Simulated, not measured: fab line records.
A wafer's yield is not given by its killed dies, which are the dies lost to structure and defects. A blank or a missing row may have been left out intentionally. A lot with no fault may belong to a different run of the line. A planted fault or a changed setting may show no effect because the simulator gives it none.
fab line records	flow sky130
record lots=13	wafers=39	lastDay=51
route steps=708 shown GATE_OXIDE@189 POLY_GATE@229 LDD_LDN@300 SD_P@327 PAD_OPEN@708
lots with no fault: from the same line, run without faults
startH: hours from the record's opening day to when the first of the lot's shown wafers began	waitH: hours from the lot's prior step to this one	" unchanged from the row above	L1.1+2: a row that stands for several wafers	- no value present, or no start provided	* or withheld: withheld	< > ~ a bound
route shown NAME@n: a module of which the file shows steps, and the number in the route of the first	usual: average and standard deviation across the fault-free wafers	same: alike in all rows	chamber/n: place in a boat	sites: the reading at each site	_std_site: how widely they spread, as a standard deviation	_edge_site: mean of outer sites minus mean of inner sites	radiusMm: for every site, how far away it sits from the centre of the wafer	mask NAME#n: copy n	behind: the most recent tool/chamber to have shaped the wafer	hold: the reason the lot was held/the length of the hold in hours/how it ended	device: names the non-switching transistor (n, p or np)	end of line: the tests these same wafers got at the end of their route	a step without rows: its recipe alone	killed: the dies lost at the first sort to structure and to defects; this is not the yield of the wafer	map: shows each die of a wafer: x if killed, . if not, _ if none is there
set.NAME: the run value of the setting; set.NAME@STEP: its run value at that earlier step	model.NAME: the simulator's own value behind a step, which no gauge read
steps of the route over a sample of lots; a table a step, a row a wafer
services: the hour from which a tool's chamber was out of use, counted from the record's first day as startH (under 0 if before that day), plus the number of hours and why
## steps
# step SKY_GATE_OXIDE_THK_MEAS_02
# recipe reads=SiO2_of_GATE_OXIDE_OXIDATION_01
# usual GATE_OXIDE_OXIDATION_00_THK=10.16/0.21
lot.wafer	tool	chamber	startH	waitH	GATE_OXIDE_OXIDATION_00_THK[nm]
L409.2	filmMetro-04	-	315.78	0.0	10.28
L409.3	"	-	"	"	10.23
L409.6	"	-	"	"	10.14
L410.3	filmMetro-04	-	326.06	0.0	10.36
L410.5	"	-	"	"	10.57
L410.6	"	-	"	"	10.44
L411.1	filmMetro-01	-	343.74	0.0	10.16
L411.2	"	-	"	"	10.20
L411.6	"	-	"	"	10.33
L412.1	filmMetro-01	-	351.98	0.0	10.18
L412.4	"	-	"	"	10.13
L412.6	"	-	"	"	10.13
L413.1	filmMetro-01	-	360.16	0.0	10.01
L413.3	"	-	"	"	10.21
L413.5	"	-	"	"	10.19
L416.1	filmMetro-01	-	374.57	0.0	10.45
L416.3	"	-	"	"	10.17
L416.5	"	-	"	"	10.38
L419.4	filmMetro-01	-	396.55	0.0	10.32
L419.5	"	-	"	"	10.43
L419.6	"	-	"	"	10.29
L420.2	filmMetro-01	-	404.14	0.0	10.00
L420.5	"	-	"	"	9.94
L420.6	"	-	"	"	9.94
L425.2	filmMetro-01	-	434.48	0.0	10.40
L425.5	"	-	"	"	10.20
L425.6	"	-	"	"	10.10
L426.1	filmMetro-01	-	446.81	0.0	10.00
L426.2	"	-	"	"	9.97
L426.4	"	-	"	"	10.00
L428.3	filmMetro-01	-	458.24	0.0	9.70
L428.4	"	-	"	"	9.69
L428.5	"	-	"	"	9.73
L429.1	filmMetro-01	-	461.47	0.0	9.91
L429.2	"	-	"	"	9.88
L429.4	"	-	"	"	9.83
L430.4	filmMetro-04	-	472.71	0.0	10.08
L430.5	"	-	"	"	9.91
L430.6	"	-	"	"	10.02
# step SKY_POLY_GATE_ETCH_15
# recipe chemistry=N2/H2	target=BARC	ionEnergyEv=200	sourceW=500	biasW=100	pressureMtorr=30	n2FlowSccm=100	h2FlowSccm=200	stopOn=SiO2	timeS=118.5	targetDepthA=1100
# usual drypumpMotorCurrentA=6.0/0.37	oesProductAu=0.716/0.0045	throttleValvePct=13.213/0.0089
# same timeS=118.5
lot.wafer	tool	chamber	startH	waitH	drypumpMotorCurrentA	oesProductAu	rfHoursCounterH	throttleValvePct
L409.2	rieDiel-01	2	407.24	0.0	6.0	0.717	6	13.219
L409.3	"	1	"	"	6.1	0.715	3	13.201
L409.6	"	3	"	"	6.2	0.706	-	13.215
L410.3	rieDiel-01	2	414.69	0.0	6.0	0.716	6	13.208
L410.5	"	3	"	"	6.2	0.712	-	13.209
L410.6	"	0	"	"	5.9	0.708	-	13.202
L411.1	rieDiel-02	1	433.67	0.0	5.5	0.714	8	13.213
L411.2	"	0	"	"	6.0	0.723	13	13.231
L411.6	"	2	"	"	6.6	0.720	-	13.222
L412.1	rieDiel-04	1	441.67	0.0	6.4	0.714	91	13.203
L412.4	"	2	"	"	5.5	0.717	2	13.210
L412.6	"	1	"	"	6.4	0.717	-	13.205
L413.1	rieDiel-04	1	451.64	0.0	6.4	0.715	92	13.203
L413.3	"	0	"	"	6.3	0.719	72	13.209
L413.5	"	3	"	"	5.3	0.714	-	13.212
L416.1	rieDiel-02	3	467.74	0.0	6.2	0.717	0	13.207
L416.3	"	1	"	"	5.5	0.717	9	13.207
L416.5	"	2	"	"	6.6	0.717	-	13.222
L419.4	rieDiel-01	1	493.81	0.1	6.1	0.716	-	13.206
L419.5	"	2	"	"	6.0	0.716	-	13.208
L419.6	"	3	"	"	6.2	0.720	-	13.222
L420.2	rieDiel-01	2	499.94	0.0	6.0	0.718	8	13.218
L420.5	"	2	"	"	6.0	0.724	-	13.207
L420.6	"	3	"	"	6.2	0.714	-	13.224
L425.2	rieDiel-01	3	531.47	0.0	6.2	0.714	14	13.209
L425.5	"	2	"	"	6.0	0.719	-	13.205
L425.6	"	3	"	"	6.2	0.712	-	13.215
L426.1	rieDiel-04	0	541.99	0.0	6.3	0.712	74	13.206
L426.2	"	3	"	"	5.3	0.716	3	13.213
L426.4	"	1	"	"	6.4	0.715	1	13.211
L428.3	rieDiel-02	2	552.72	0.0	6.6	0.712	16	13.220
L428.4	"	1	"	"	5.5	0.713	10	13.224
L428.5	"	0	"	"	6.0	0.716	-	13.209
L429.1	rieDiel-01	3	555.79	0.0	6.2	0.715	15	13.214
L429.2	"	2	"	"	6.0	0.724	9	13.200
L429.4	"	0	"	"	5.9	0.717	5	13.227
L430.4	rieDiel-01	3	569.74	0.0	6.2	0.718	15	13.197
L430.5	"	0	"	"	5.9	0.713	-	13.210
L430.6	"	1	"	"	6.1	0.711	-	13.224
# step SKY_LDD_LDN_IMPLANT_11
# recipe species=As	energyKev=15	doseCm2=1.25e+13	tiltDeg=withheld	rotationDeg=293
# usual doseIonsCm2=1.2499e+13/1.3e+10
lot.wafer	tool	chamber	startH	waitH	doseIonsCm2
L409.2	implanter-04	0	559.50	0.1	1.2505e+13
L409.3	"	0	"	"	1.2494e+13
L409.6	"	0	"	"	1.2477e+13
L410.3	implanter-01	0	567.82	0.1	1.2517e+13
L410.5	"	0	"	"	1.2507e+13
L410.6	"	0	"	"	1.2483e+13
L411.1	implanter-01	0	588.63	0.1	1.249e+13
L411.2	"	0	"	"	1.2524e+13
L411.6	"	0	"	"	1.2491e+13
L412.1	implanter-04	0	594.68	0.1	1.2479e+13
L412.4	"	0	"	"	1.2513e+13
L412.6	"	0	"	"	1.2506e+13
L413.1	implanter-02	0	605.12	0.1	1.249e+13
L413.3	"	0	"	"	1.2505e+13
L413.5	"	0	"	"	1.249e+13
L416.1	implanter-04	0	622.27	0.1	1.2497e+13
L416.3	"	0	"	"	1.2524e+13
L416.5	"	0	"	"	1.2504e+13
L419.4	implanter-02	0	644.75	0.1	1.2767e+13
L419.5	"	0	"	"	1.2747e+13
L419.6	"	0	"	"	1.274e+13
L420.2	implanter-02	0	652.30	0.1	1.2755e+13
L420.5	"	0	"	"	1.2788e+13
L420.6	"	0	"	"	1.2751e+13
L425.2	implanter-04	0	681.70	0.1	1.2495e+13
L425.5	"	0	"	"	1.2504e+13
L425.6	"	0	"	"	1.2508e+13
L426.1	implanter-01	0	690.33	0.1	1.2498e+13
L426.2	"	0	"	"	1.2489e+13
L426.4	"	0	"	"	1.2521e+13
L428.3	implanter-04	0	701.77	0.1	1.2474e+13
L428.4	"	0	"	"	1.249e+13
L428.5	"	0	"	"	1.2487e+13
L429.1	implanter-04	0	703.97	0.1	1.2509e+13
L429.2	"	0	"	"	1.251e+13
L429.4	"	0	"	"	1.2503e+13
L430.4	implanter-02	0	717.45	0.1	1.2496e+13
L430.5	"	0	"	"	1.249e+13
L430.6	"	0	"	"	1.2495e+13
# step SKY_SD_P_CD_MEAS_07
# recipe targetCdNm=380
# usual cdNm=379.4/2.2
lot.wafer	tool	chamber	startH	waitH	cdNm
L409.2	cdSem-02	-	621.96	0.1	380.3
L409.3	"	-	"	"	377.1
L409.6	"	-	"	"	379.3
L410.3	cdSem-01	-	627.63	0.1	382.0
L410.5	"	-	"	"	380.6
L410.6	"	-	"	"	380.5
L411.1	cdSem-02	-	647.84	0.1	383.4
L411.2	"	-	"	"	378.6
L411.6	"	-	"	"	380.3
L412.1	cdSem-01	-	655.94	0.1	380.6
L412.4	"	-	"	"	379.5
L412.6	"	-	"	"	381.6
L413.1	cdSem-01	-	664.61	0.1	378.8
L413.3	"	-	"	"	379.7
L413.5	"	-	"	"	378.8
L416.1	cdSem-01	-	683.44	0.1	377.3
L416.3	"	-	"	"	375.9
L416.5	"	-	"	"	377.1
L419.4	cdSem-01	-	703.45	0.1	378.6
L419.5	"	-	"	"	380.9
L419.6	"	-	"	"	381.0
L420.2	cdSem-02	-	713.36	0.1	382.7
L420.5	"	-	"	"	379.8
L420.6	"	-	"	"	381.3
L425.2	cdSem-02	-	740.01	0.1	377.3
L425.5	"	-	"	"	379.4
L425.6	"	-	"	"	380.1
L426.1	cdSem-01	-	747.22	0.1	379.8
L426.2	"	-	"	"	377.1
L426.4	"	-	"	"	378.8
L428.3	cdSem-01	-	760.48	0.1	376.8
L428.4	"	-	"	"	376.2
L428.5	"	-	"	"	377.8
L429.1	cdSem-02	-	763.94	0.1	378.1
L429.2	"	-	"	"	377.9
L429.4	"	-	"	"	378.6
L430.4	cdSem-01	-	777.70	0.1	379.9
L430.5	"	-	"	"	378.4
L430.6	"	-	"	"	378.4
# step SKY_PAD_OPEN_PROBE_99
# usual killed_at_M0_to_M3=42/6.7	killed_at_M4_up=3.0/1.9	killedAtContacts=24/5.3	killedAtFrontEnd=16/4.3	killedAtOther=0.4/0.71	killedDies=85/9.6	killedOpen=46/6.5	killedShort=39/6.7
# same grossDies=492	killedAtBackSide=0
lot.wafer	tool	chamber	startH	waitH	killed_at_M0_to_M3	killed_at_M4_up	killedAtContacts	killedAtFrontEnd	killedAtOther	killedDies	killedOpen	killedShort
L413.1	prober-02	-	1141.51	0.1	43	4	32	15	0	94	44	50
L413.3	prober-02	-	1141.61	0.2	44	3	22	7	0	76	41	35
L413.5	prober-02	-	1141.71	0.2	43	5	33	12	1	94	44	50
L420.2	prober-02	-	1178.59	0.1	24	1	27	14	0	66	33	33
L420.5	prober-02	-	1178.74	0.2	43	2	20	11	0	76	41	35
L420.6	prober-02	-	1178.79	0.2	41	1	13	22	0	77	36	41
L428.3	prober-01	-	1202.36	0.2	39	1	19	12	1	72	42	30
L428.4	prober-01	-	1202.41	0.2	49	7	19	14	0	89	50	39
L428.5	prober-01	-	1202.46	0.2	36	5	26	11	0	78	40	38
L429.1	prober-02	-	1208.72	0.1	36	1	19	19	0	75	39	36
L429.2	prober-02	-	1208.77	0.1	36	1	15	14	0	66	39	27
L429.4	prober-02	-	1208.87	0.2	37	3	20	13	1	74	46	28
# killed by level:class
L413.1 LI_CONTACT:geometricParticle:open=13 LOCAL_INTERCONNECT:geometricParticle:short=10 VIA2:geometricParticle:open=8 VIA1:geometricParticle:open=7 METAL1:geometricParticle:short=7 VIA2:geometricParticle:short=7 METAL2:geometricParticle:short=5 FIELD_ISO:geometricParticle:open=3
L413.3 CONTACT:geometricParticle:open=10 VIA3:geometricParticle:open=8 METAL1:geometricParticle:short=7 METAL2:geometricParticle:short=6 VIA1:geometricParticle:open=6 LI_CONTACT:geometricParticle:open=4 VIA1:geometricParticle:short=4 VIA2:geometricParticle:open=4
L413.5 VIA1:geometricParticle:open=10 LI_CONTACT:geometricParticle:short=9 CONTACT:geometricParticle:open=8 LI_CONTACT:geometricParticle:open=7 METAL1:geometricParticle:short=7 VIA1:geometricParticle:short=7 LOCAL_INTERCONNECT:geometricParticle:short=6 FIELD_ISO:geometricParticle:short=5
L420.2 LI_CONTACT:geometricParticle:open=9 LOCAL_INTERCONNECT:geometricParticle:short=6 VIA1:geometricParticle:open=6 CONTACT:geometricParticle:open=5 VIA3:geometricParticle:open=5 POLY_GATE:geometricParticle:short=4 CONTACT:geometricParticle:short=4 METAL1:geometricParticle:short=3
L420.5 VIA3:geometricParticle:open=8 LI_CONTACT:geometricParticle:open=6 VIA2:geometricParticle:open=6 VIA1:geometricParticle:open=5 VIA2:geometricParticle:short=5 POLY_GATE:geometricParticle:short=4 CONTACT:geometricParticle:short=4 METAL1:geometricParticle:short=4
L420.6 POLY_GATE:geometricParticle:short=8 VIA1:geometricParticle:open=8 METAL1:geometricParticle:short=8 METAL2:geometricParticle:short=6 VIA2:geometricParticle:open=6 LI_CONTACT:geometricParticle:open=5 CONTACT:geometricParticle:open=4 FIELD_ISO:geometricParticle:open=3
L428.3 VIA1:geometricParticle:open=9 VIA3:geometricParticle:open=8 VIA2:geometricParticle:open=7 FIELD_ISO:geometricParticle:short=6 CONTACT:geometricParticle:open=6 LOCAL_INTERCONNECT:geometricParticle:short=4 VIA1:geometricParticle:short=4 LI_CONTACT:geometricParticle:short=3
L428.4 VIA3:geometricParticle:open=10 VIA1:geometricParticle:open=9 CONTACT:geometricParticle:open=8 METAL3:geometricParticle:short=7 VIA3:geometricParticle:short=7 VIA2:geometricParticle:open=5 SPACER:geometricParticle:short=4 SPACER:geometricParticle:open=3
L428.5 VIA1:geometricParticle:open=12 CONTACT:geometricParticle:open=9 LI_CONTACT:geometricParticle:short=7 METAL1:geometricParticle:short=5 CONTACT:geometricParticle:short=4 VIA2:geometricParticle:short=4 VIA2:geometricParticle:open=3 LI_CONTACT:geometricParticle:open=3
L429.1 VIA1:geometricParticle:open=10 FIELD_ISO:geometricParticle:short=7 VIA2:geometricParticle:open=7 CONTACT:geometricParticle:open=6 FIELD_ISO:geometricParticle:open=5 LI_CONTACT:geometricParticle:short=4 LOCAL_INTERCONNECT:geometricParticle:short=4 VIA1:geometricParticle:short=4
L429.2 VIA1:geometricParticle:open=8 VIA1:geometricParticle:short=8 LI_CONTACT:geometricParticle:open=6 FIELD_ISO:geometricParticle:open=4 METAL1:geometricParticle:short=4 VIA2:geometricParticle:open=3 POLY_GATE:geometricParticle:short=3 POLY_GATE:geometricParticle:open=3
L429.4 VIA3:geometricParticle:open=9 CONTACT:geometricParticle:open=9 FIELD_ISO:geometricParticle:open=5 LI_CONTACT:geometricParticle:open=5 METAL1:geometricParticle:short=5 METAL1:geometricParticle:open=4 VIA1:geometricParticle:open=4 VIA2:geometricParticle:open=4
## services
tool	chamber	startH	hours	kind
implanter-02	-	398.81	1.7	repair
implanter-04	-	420.05	3.1	repair
implanter-04	-	468.70	0.5	repair
implanter-02	-	478.85	4.1	repair
rieDiel-04	2	479.83	7.9	repair
rieDiel-01	0	490.41	4.0	repair
rieDiel-01	0	532.26	4.5	repair
rieDiel-02	2	532.38	2.4	repair
implanter-02	-	537.04	2.7	repair
implanter-02	-	549.27	6.0	repair
implanter-04	-	562.44	1.4	repair
rieDiel-01	3	596.02	3.4	repair
rieDiel-02	3	600.50	3.9	repair
implanter-01	-	601.09	0.6	repair
rieDiel-04	0	606.11	16.3	repair
rieDiel-01	0	608.50	7.9	repair
rieDiel-04	1	620.27	8.9	repair
implanter-02	-	623.79	3.5	pm
rieDiel-01	1	624.52	9.3	repair
rieDiel-04	2	625.20	9.6	repair
implanter-04	-	637.25	2.0	pm
implanter-04	-	645.51	1.1	repair
implanter-02	-	678.92	6.2	repair
implanter-02	-	705.37	4.7	pm
## key
firstSign step=SKY_LDD_LDN_IMPLANT_11	reading=doseIonsCm2	direction=up	sigmas=21	usual=*	struck=*
effect none on later readings
metAt SKY_LDD_LDN_IMPLANT_11
struckLots L419,L420
testerLeftOut L419,L420
notActingAt SKY_GATE_OXIDE_THK_MEAS_02,SKY_POLY_GATE_ETCH_15,SKY_SD_P_CD_MEAS_07
onsetBetween 605.12 644.75
fault kind=processParameterDrift	tool=implanter-02	chamber=-	onsetH=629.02	steps=SKY_LDD_LDN_IMPLANT_11	channel=doseCm2	offset=*	shape=step	endH=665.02	actsIn=*	stated=*
# testerLeftOut: of these lots the tester's yield and bins aren't shown, on N5 and GAA mostly nor the transistor test; their killed dies are dies lost to structure and defects alone, not to doping, threshold or leakage, so they don't give the yield
